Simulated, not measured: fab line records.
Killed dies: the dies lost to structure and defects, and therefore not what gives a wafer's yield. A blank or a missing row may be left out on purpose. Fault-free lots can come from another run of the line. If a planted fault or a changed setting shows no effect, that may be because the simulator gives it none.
fab line records | flow sky130
[record] lots = 5 | wafers = 15 | lastDay = 50
route steps=708 shown NWELL@61 PAD_OPEN@708
lots that met no fault: taken from a fault-free run of the same line
startH: hours from the record's first day to the start of the lot's first wafer shown | waitH: time in hours since the lot's previous step | " the same as in the row above | L1.1+2: a row that stands for several wafers | - either no value or no given start | * or withheld: withheld | < > ~ a bound
route shown NAME@n: NAME is a module with steps in the file, n the number in the route of the first one | usual: mean/standard deviation of fault-free wafers | same: alike in all rows | chamber/n: place in a boat | sites: the reading at each site | _std_site: the values' standard deviation | _edge_site: the outer-site mean with the inner-site mean subtracted | radiusMm: how far each site lies from the wafer's centre | mask NAME#n: copy n | behind: tool/chamber where the wafer was last shaped | hold: why the lot was held/for how many hours/how that ended | device: the n, p or np transistor that did not switch | end of line: the route-end tests of the same wafers | a step with no rows: only its recipe | killed: dies that structure and defects cost at the first sort, which is not the same as the wafer's yield | map: a wafer's dies, marking killed ones x, the rest . and places with no die _
set.NAME: the setting that was run; set.NAME@STEP: the one run at that earlier step | model.NAME: the simulator's own value behind a step, which no gauge read
certain route steps with their lots: each step a table, each wafer a row
services: the hour from which a tool's chamber was out of use, counted from the record's first day as startH (under 0 if before that day), plus the number of hours and why
[[steps]]
[step SKY_NWELL_PEB_08]
[recipe] tempC = 115 | timeS = withheld
[step SKY_NWELL_DEVELOP_09]
[recipe] wallAngleDeg = 90 | developer = TMAH | developTimeS = 60 | devTempC = 23
[step SKY_NWELL_OVL_MEAS_10]
[usual] NWELL_00_OVL = 0.0/1.4
lot.wafer | tool       | chamber | startH | waitH | NWELL_00_OVL[nm]
L754.2    | overlay-01 | -       | 128.39 | -     | 2.0
L754.4    | "          | -       | "      | "     | 1.8
L754.6    | "          | -       | "      | "     | 0.1
L757.1    | overlay-01 | -       | 136.80 | -     | 0.3
L757.4    | "          | -       | "      | "     | -0.4
L757.6    | "          | -       | "      | "     | -0.3
L763.1    | overlay-02 | -       | 169.38 | -     | -0.7
L763.4    | "          | -       | "      | "     | -1.1
L763.6    | "          | -       | "      | "     | -0.7
L771.1    | overlay-02 | -       | 216.63 | -     | -1.0
L771.2    | "          | -       | "      | "     | -0.3
L771.6    | "          | -       | "      | "     | -0.8
L772.1    | overlay-02 | -       | 223.95 | -     | 1.4
L772.4    | "          | -       | "      | "     | -0.2
L772.6    | "          | -       | "      | "     | 1.7
[step SKY_NWELL_IMPLANT_11]
[recipe] species = P | energyKev = 400 | doseCm2 = 1.9e+13 | tiltDeg = withheld
[step SKY_NWELL_IMPLANT_12]
[recipe] species = P | energyKev = 118.9 | doseCm2 = 1.3e+12 | tiltDeg = withheld
[step SKY_NWELL_IMPLANT_13]
[recipe] species = P | energyKev = 50 | doseCm2 = 7e+11 | tiltDeg = withheld
[step SKY_NWELL_STRIP_14]
[recipe] chemistry = O2/N2 | powerW = 1400 | pressureMtorr = 1500 | platenTempC = withheld | o2FlowSccm = 3000 | n2FlowSccm = 300 | overashFraction = 0.5
[usual] drypumpMotorCurrentA = 5.6/0.51 | oesProductAu = 0.723/0.0045 | stripTimeToEndpointS = 36.95/0.12
lot.wafer | tool           | chamber | startH | waitH | drypumpMotorCurrentA | oesProductAu | rfHoursCounterH | stripTimeToEndpointS
L754.2    | plasmaAsher-01 | 1       | 128.87 | 0.1   | 5.9                  | 0.731        | 43              | 36.72
L754.4    | "              | 1       | "      | "     | 5.9                  | 0.720        | -               | 36.81
L754.6    | "              | 0       | "      | "     | 5.6                  | 0.717        | -               | 36.69
L757.1    | plasmaAsher-04 | 1       | 137.28 | 0.1   | 4.8                  | 0.718        | 2               | 37.00
L757.4    | "              | 0       | "      | "     | 6.3                  | 0.713        | -               | 37.05
L757.6    | "              | 1       | "      | "     | 4.8                  | 0.725        | -               | 36.97
L763.1    | plasmaAsher-01 | 0       | 169.87 | 0.1   | 5.6                  | 0.726        | 48              | 36.88
L763.4    | "              | 1       | "      | "     | 5.9                  | 0.720        | -               | 37.01
L763.6    | "              | 0       | "      | "     | 5.6                  | 0.724        | -               | 36.90
L771.1    | plasmaAsher-02 | 1       | 217.12 | 0.1   | 5.8                  | 0.724        | 54              | 37.00
L771.2    | "              | 0       | "      | "     | 5.1                  | 0.724        | 54              | 37.01
L771.6    | "              | 0       | "      | "     | 5.1                  | 0.720        | -               | 37.04
L772.1    | plasmaAsher-02 | 1       | 224.43 | 0.1   | 5.9                  | 0.724        | 55              | 36.83
L772.4    | "              | 0       | "      | "     | 5.1                  | 0.725        | -               | 36.85
L772.6    | "              | 1       | "      | "     | 5.9                  | 0.724        | -               | 36.92
[step SKY_NWELL_TW_MEAS_15]
[usual] NWELL_TW = 1831/15
lot.wafer | tool         | chamber | startH | waitH | NWELL_TW
L754.2    | filmMetro-02 | -       | 128.98 | 0.1   | 1813
L754.4    | "            | -       | "      | "     | 1804
L754.6    | "            | -       | "      | "     | 1803
L757.1    | filmMetro-04 | -       | 137.38 | 0.1   | 1849
L757.4    | "            | -       | "      | "     | 1851
L757.6    | "            | -       | "      | "     | 1853
L763.1    | filmMetro-03 | -       | 169.97 | 0.1   | 1824
L763.4    | "            | -       | "      | "     | 1832
L763.6    | "            | -       | "      | "     | 1830
L771.1    | filmMetro-04 | -       | 217.22 | 0.1   | 1848
L771.2    | "            | -       | "      | "     | 1847
L771.6    | "            | -       | "      | "     | 1844
L772.1    | filmMetro-02 | -       | 224.53 | 0.1   | 1824
L772.4    | "            | -       | "      | "     | 1829
L772.6    | "            | -       | "      | "     | 1820
[step SKY_NWELL_DEHYDRATE_16]
[recipe] tempC = 200 | timeS = 60
[step SKY_NWELL_HMDS_17]
[recipe] primeTimeS = 60 | primeTempC = 120
[step SKY_NWELL_COAT_18]
[recipe] spinRpm = 2000 | resistThkNm = 3000
[step SKY_NWELL_SOFTBAKE_19]
[recipe] tempC = 110 | timeS = withheld
[step SKY_NWELL_EXPOSE_20]
[recipe] maskId = NWM_COMPLEMENT | na = 0.6 | sourceShape = conventional | sigmaOuter = 0.6 | polarization = unpolarized | targetCdNm = 840 | doseMj = 257.9
[usual] exposureDoseMJCm2 = 257.91/0.26
lot.wafer | tool            | chamber | startH | waitH | mask             | exposureDoseMJCm2
L754.2    | ilineStepper-01 | 0       | 137.56 | -     | NWM_COMPLEMENT#0 | 257.81
L754.4    | "               | 0       | "      | "     | NWM_COMPLEMENT#0 | 257.90
L754.6    | "               | 0       | "      | "     | NWM_COMPLEMENT#0 | 257.73
L757.1    | ilineStepper-02 | 0       | 146.51 | -     | NWM_COMPLEMENT#0 | 258.19
L757.4    | "               | 0       | "      | "     | NWM_COMPLEMENT#0 | 258.43
L757.6    | "               | 0       | "      | "     | NWM_COMPLEMENT#0 | 258.34
L763.1    | ilineStepper-01 | 0       | 179.80 | -     | HVTPM#0          | 257.70
L763.4    | "               | 0       | "      | "     | HVTPM#0          | 257.96
L763.6    | "               | 0       | "      | "     | HVTPM#0          | 258.02
L771.1    | ilineStepper-02 | 0       | 229.05 | -     | NWM_COMPLEMENT#0 | 258.21
L771.2    | "               | 0       | "      | "     | NWM_COMPLEMENT#0 | 257.45
L771.6    | "               | 0       | "      | "     | NWM_COMPLEMENT#0 | 258.08
L772.1    | ilineStepper-02 | 0       | 235.95 | -     | NWM_COMPLEMENT#0 | 257.77
L772.4    | "               | 0       | "      | "     | NWM_COMPLEMENT#0 | 258.09
L772.6    | "               | 0       | "      | "     | NWM_COMPLEMENT#0 | 258.10
[step SKY_NWELL_PEB_21]
[recipe] tempC = 115 | timeS = withheld
[step SKY_NWELL_DEVELOP_22]
[recipe] wallAngleDeg = 90 | developer = TMAH | developTimeS = 60 | devTempC = 23
[step SKY_NWELL_OVL_MEAS_23]
[usual] NWELL_01_OVL = -0.4/1.6
lot.wafer | tool       | chamber | startH | waitH | NWELL_01_OVL[nm]
L754.2    | overlay-02 | -       | 146.45 | -     | 1.3
L754.4    | "          | -       | "      | "     | 2.6
L754.6    | "          | -       | "      | "     | 3.2
L757.1    | overlay-01 | -       | 155.60 | -     | -0.8
L757.4    | "          | -       | "      | "     | -3.1
L757.6    | "          | -       | "      | "     | -1.4
L763.1    | overlay-02 | -       | 190.25 | -     | -
L763.4    | "          | -       | "      | "     | -
L763.6    | "          | -       | "      | "     | -
L771.1    | overlay-02 | -       | 239.50 | -     | -3.2
L771.2    | "          | -       | "      | "     | -3.5
L771.6    | "          | -       | "      | "     | -4.0
L772.1    | overlay-02 | -       | 247.68 | -     | 0.9
L772.4    | "          | -       | "      | "     | -0.4
L772.6    | "          | -       | "      | "     | -1.3
[step SKY_NWELL_IMPLANT_24]
[recipe] species = B | energyKev = 140 | doseCm2 = 9.2e+12 | tiltDeg = withheld
[step SKY_NWELL_STRIP_25]
[recipe] chemistry = O2/N2 | powerW = 1400 | pressureMtorr = 1500 | platenTempC = withheld | o2FlowSccm = 3000 | n2FlowSccm = 300 | overashFraction = 0.5
[usual] drypumpMotorCurrentA = 5.6/0.57 | oesProductAu = 0.722/0.0044 | stripTimeToEndpointS = 36.92/0.093
lot.wafer | tool           | chamber | startH | waitH | drypumpMotorCurrentA | oesProductAu | rfHoursCounterH | stripTimeToEndpointS
L754.2    | plasmaAsher-04 | 0       | 146.63 | 0.1   | 6.3                  | 0.719        | 3               | 36.83
L754.4    | "              | 0       | "      | "     | 6.3                  | 0.721        | -               | 36.97
L754.6    | "              | 1       | "      | "     | 4.8                  | 0.729        | -               | 36.77
L757.1    | plasmaAsher-04 | 0       | 155.78 | 0.1   | 6.3                  | 0.716        | 4               | 37.03
L757.4    | "              | 1       | "      | "     | 4.8                  | 0.722        | -               | 36.90
L757.6    | "              | 1       | "      | "     | 4.8                  | 0.723        | -               | 36.90
L763.1    | plasmaAsher-04 | 1       | 190.43 | 0.1   | 4.8                  | 0.721        | 7               | 37.01
L763.4    | "              | 1       | "      | "     | 4.8                  | 0.723        | -               | 37.09
L763.6    | "              | 1       | "      | "     | 4.8                  | 0.720        | -               | 36.98
L771.1    | plasmaAsher-02 | 0       | 239.68 | 0.1   | 5.1                  | 0.728        | 57              | 37.08
L771.2    | "              | 1       | "      | "     | 5.9                  | 0.724        | 57              | 36.90
L771.6    | "              | 1       | "      | "     | 5.9                  | 0.723        | -               | 37.03
L772.1    | plasmaAsher-02 | 0       | 247.87 | 0.1   | 5.1                  | 0.715        | 57              | 36.88
L772.4    | "              | 0       | "      | "     | 5.1                  | 0.727        | -               | 37.00
L772.6    | "              | 0       | "      | "     | 5.1                  | 0.725        | -               | 36.93
[step SKY_NWELL_TW_MEAS_26]
[usual] NWELL_2_TW = 500/3.1
lot.wafer | tool         | chamber | startH | waitH | NWELL_2_TW
L754.2    | filmMetro-03 | -       | 146.74 | 0.1   | 502
L754.4    | "            | -       | "      | "     | 502
L754.6    | "            | -       | "      | "     | 503
L757.1    | filmMetro-04 | -       | 155.88 | 0.1   | 499
L757.4    | "            | -       | "      | "     | 500
L757.6    | "            | -       | "      | "     | 498
L763.1    | filmMetro-04 | -       | 190.53 | 0.1   | 30
L763.4    | "            | -       | "      | "     | 30
L763.6    | "            | -       | "      | "     | 30
L771.1    | filmMetro-02 | -       | 239.78 | 0.1   | 497
L771.2    | "            | -       | "      | "     | 499
L771.6    | "            | -       | "      | "     | 499
L772.1    | filmMetro-04 | -       | 247.97 | 0.1   | 505
L772.4    | "            | -       | "      | "     | 503
L772.6    | "            | -       | "      | "     | 503
[step SKY_NWELL_CLEAN_27]
[recipe] chemistry = SC1/SC2 | mix = 1:4:20 | tempC = 70 | timeS = 150 | dry = n2Spin
[step SKY_PAD_OPEN_PROBE_99]
[usual] killed_at_M0_to_M3 = 43/7.4 | killed_at_M4_up = 3.1/1.8 | killedAtContacts = 26/5.6 | killedAtFrontEnd = 15/4.9 | killedAtOther = 0.2/0.44 | killedDies = 87/10 | killedOnRim = 17/3.7 | killedOpen = 48/7.6 | killedShort = 39/6.2
[same] grossDies = 492 | killedAtBackSide = 0
lot.wafer | tool      | chamber | startH  | waitH | killed_at_M0_to_M3 | killed_at_M4_up | killedAtContacts | killedAtFrontEnd | killedAtOther | killedDies | killedOnRim | killedOpen | killedShort
L754.2    | prober-01 | -       | 1121.90 | 0.1   | 40                 | 5               | 19               | 22               | 0             | 86         | 15          | 36         | 50
L754.4    | prober-01 | -       | 1122.00 | 0.2   | 41                 | 2               | 21               | 19               | 1             | 84         | 16          | 46         | 36
L754.6    | prober-01 | -       | 1122.10 | 0.2   | 46                 | 2               | 29               | 19               | 1             | 97         | 20          | 54         | 43
L757.1    | prober-02 | -       | 1128.91 | 0.1   | 36                 | 4               | 19               | 16               | 0             | 75         | 13          | 47         | 28
L757.4    | prober-02 | -       | 1129.06 | 0.2   | 46                 | 6               | 22               | 17               | 0             | 91         | 16          | 56         | 34
L757.6    | prober-02 | -       | 1129.16 | 0.2   | 55                 | 5               | 30               | 18               | 0             | 108        | 26          | 52         | 55
L763.1    | prober-01 | -       | 1159.00 | 0.1   | 37                 | 5               | 28               | 422              | 0             | 492        | 96          | 42         | 42
L763.4    | prober-01 | -       | 1159.15 | 0.2   | 40                 | 6               | 20               | 425              | 1             | 492        | 96          | 39         | 34
L763.6    | prober-01 | -       | 1159.25 | 0.2   | 58                 | 3               | 23               | 408              | 0             | 492        | 96          | 58         | 38
L771.1    | prober-02 | -       | 1194.67 | 0.1   | 43                 | 1               | 35               | 20               | 0             | 99         | 21          | 57         | 42
L771.2    | prober-02 | -       | 1194.72 | 0.1   | 35                 | 1               | 23               | 12               | 0             | 71         | 9           | 46         | 25
L771.6    | prober-02 | -       | 1194.92 | 0.2   | 42                 | 2               | 23               | 12               | 1             | 80         | 18          | 41         | 39
// killed by level:class
L754.2 VIA2:geometricParticle:open=10 LI_CONTACT:geometricParticle:open=8 POLY_GATE:geometricParticle:short=7 VIA2:geometricParticle:short=7 VIA1:geometricParticle:open=6 FIELD_ISO:geometricParticle:short=5 POLY_GATE:geometricParticle:open=5 CONTACT:geometricParticle:short=5
L754.4 CONTACT:geometricParticle:open=15 VIA3:geometricParticle:open=8 METAL2:geometricParticle:short=8 VIA2:geometricParticle:open=6 FIELD_ISO:geometricParticle:short=5 POLY_GATE:geometricParticle:short=5 VIA1:geometricParticle:open=5 FIELD_ISO:geometricParticle:open=4
L754.6 CONTACT:geometricParticle:open=13 VIA1:geometricParticle:open=11 VIA2:geometricParticle:open=8 CONTACT:geometricParticle:short=7 FIELD_ISO:geometricParticle:open=7 METAL2:geometricParticle:short=7 FIELD_ISO:geometricParticle:short=5 LI_CONTACT:geometricParticle:open=4
L757.1 VIA1:geometricParticle:open=10 CONTACT:geometricParticle:open=8 VIA2:geometricParticle:open=7 METAL1:geometricParticle:short=6 FIELD_ISO:geometricParticle:open=5 LI_CONTACT:geometricParticle:open=5 VIA3:geometricParticle:open=4 FIELD_ISO:geometricParticle:short=3
L757.4 VIA1:geometricParticle:open=16 CONTACT:geometricParticle:open=12 POLY_GATE:geometricParticle:short=9 VIA3:geometricParticle:open=7 POLY_GATE:geometricParticle:open=4 LI_CONTACT:geometricParticle:open=4 METAL1:geometricParticle:short=4 VIA1:geometricParticle:short=4
L757.6 CONTACT:geometricParticle:open=11 VIA1:geometricParticle:open=10 METAL2:geometricParticle:short=7 VIA2:geometricParticle:open=7 CONTACT:geometricParticle:short=6 LI_CONTACT:geometricParticle:open=6 VIA2:geometricParticle:short=6 FIELD_ISO:geometricParticle:open=5
L763.1 NWELL:areaExpose=408 CONTACT:geometricParticle:open=8 METAL1:geometricParticle:short=8 LI_CONTACT:geometricParticle:open=6 VIA3:geometricParticle:open=6 VIA1:geometricParticle:open=6 VIA2:geometricParticle:open=6 LOCAL_INTERCONNECT:geometricParticle:short=5
L763.4 NWELL:areaExpose=419 CONTACT:geometricParticle:open=11 VIA2:geometricParticle:open=10 METAL2:geometricParticle:short=7 METAL4:geometricParticle:short=6 CONTACT:geometricParticle:short=5 VIA1:geometricParticle:open=5 VIA3:geometricParticle:open=5
L763.6 NWELL:areaExpose=396 VIA1:geometricParticle:open=13 VIA3:geometricParticle:open=12 CONTACT:geometricParticle:open=10 VIA1:geometricParticle:short=6 METAL2:geometricParticle:short=6 VIA2:geometricParticle:open=6 VIA3:geometricParticle:short=5
L771.1 CONTACT:geometricParticle:open=15 POLY_GATE:geometricParticle:open=10 LI_CONTACT:geometricParticle:open=8 VIA1:geometricParticle:short=6 VIA1:geometricParticle:open=6 LOCAL_INTERCONNECT:geometricParticle:short=5 LI_CONTACT:geometricParticle:short=5 VIA3:geometricParticle:open=5
L771.2 VIA1:geometricParticle:open=11 CONTACT:geometricParticle:open=7 VIA2:geometricParticle:open=7 FIELD_ISO:geometricParticle:open=5 LI_CONTACT:geometricParticle:open=5 CONTACT:geometricParticle:short=4 METAL2:geometricParticle:short=4 LOCAL_INTERCONNECT:geometricParticle:short=3
L771.6 VIA1:geometricParticle:open=12 CONTACT:geometricParticle:open=7 VIA1:geometricParticle:short=7 LI_CONTACT:geometricParticle:short=5 LI_CONTACT:geometricParticle:open=4 CONTACT:geometricParticle:short=4 METAL1:geometricParticle:short=4 VIA2:geometricParticle:open=4
// map L763.1 (x killed, . not)
__________xxxxxxxxxx_________
________xxxxxxxxxxxxxx_______
______xxxxxxxxxxxxxxxxxx_____
_____xxxxxxxxxxxxxxxxxxxx____
____xxxxxxxxxxxxxxxxxxxxxx___
___xxxxxxxxxxxxxxxxxxxxxxxx__
__xxxxxxxxxxxxxxxxxxxxxxxxxx_
_xxxxxxxxxxxxxxxxxxxxxxxxxxxx
_xxxxxxxxxxxxxxxxxxxxxxxxxxxx
_xxxxxxxxxxxxxxxxxxxxxxxxxxxx
_xxxxxxxxxxxxxxxxxxxxxxxxxxxx
_xxxxxxxxxxxxxxxxxxxxxxxxxxxx
_xxxxxxxxxxxxxxxxxxxxxxxxxxxx
_xxxxxxxxxxxxxxxxxxxxxxxxxxxx
_xxxxxxxxxxxxxxxxxxxxxxxxxxxx
__xxxxxxxxxxxxxxxxxxxxxxxxxx_
___xxxxxxxxxxxxxxxxxxxxxxxx__
____xxxxxxxxxxxxxxxxxxxxxx___
_____xxxxxxxxxxxxxxxxxxxx____
______xxxxxxxxxxxxxxxxxx_____
________xxxxxxxxxxxxxx_______
__________xxxxxxxxxx_________
// map L754.6 (x killed, . not)
__________x.x......._________
________.x......x....._______
______x...x.......x....x_____
_____xx.x.xx.............____
____.......x.x...x.......x___
___..x......x...x..x..x....__
__...xx.........x....xxxx..._
_...x..............x...x.....
_x.......x....xx..xx.........
_.x......xx.x............x.x.
_..x.x.............x.........
_....x..x....x..x...x.x.x....
_x.....x......xx.....x.x.....
_.....x.x.x..x..x.........x..
_.......................xx.x.
__x....x..x........x........_
___..............x..x....x.__
____..........xx....x.xx..___
_____x.x.xx.....x....xx..____
______........x..x......_____
________xxx.....x....x_______
__________x...x....._________
[[services]]
tool            | chamber | startH | hours | kind
plasmaAsher-04  | -       | 108.75 | 9.0   | pm
plasmaAsher-04  | 0       | 108.75 | 9.0   | ventCycle
plasmaAsher-04  | 1       | 108.75 | 9.0   | ventCycle
ilineStepper-01 | -       | 108.88 | 14.8  | repair
plasmaAsher-04  | 0       | 117.75 | -     | clean
plasmaAsher-04  | 1       | 117.75 | -     | clean
ilineStepper-01 | 0       | 137.70 | -     | calibration
ilineStepper-02 | 0       | 147.24 | -     | calibration
plasmaAsher-02  | -       | 174.60 | 5.1   | repair
ilineStepper-01 | -       | 202.09 | 1.7   | pm
plasmaAsher-01  | -       | 202.18 | 2.8   | pm
plasmaAsher-01  | -       | 234.53 | 14.6  | pm
[[key]]
[firstSign] step = SKY_NWELL_EXPOSE_20 | reading = mask | direction = changed
[effect] step = SKY_NWELL_OVL_MEAS_23 | reading = NWELL_01_OVL | direction = missing
[effect] step = SKY_NWELL_TW_MEAS_26 | reading = NWELL_2_TW | direction = down | sigmas = 99+ | usual = 500 | struck = 30
[effect] step = SKY_PAD_OPEN_PROBE_99 | reading = killedAtFrontEnd | direction = up | sigmas = 83 | usual = 15 | struck = 418
[moreKillsBornAt] SKY_NWELL_EXPOSE_20@ilineStepper-01 = 1223
metAt SKY_NWELL_EXPOSE_20
struckWafers L763.1,L763.4,L763.6
testerLeftOut L763
onsetBetween 137.56 179.80
[fault] kind = wrongMask | tool = any | chamber = - | onsetH = 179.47 | steps = SKY_NWELL_EXPOSE_20 | auxCopy = HVTPM#0 | scope = struckLotsOnly
// testerLeftOut: of these lots the tester's yield and bins aren't shown, on N5 and GAA mostly nor the transistor test; their killed dies are dies lost to structure and defects alone, not to doping, threshold or leakage, so they don't give the yield
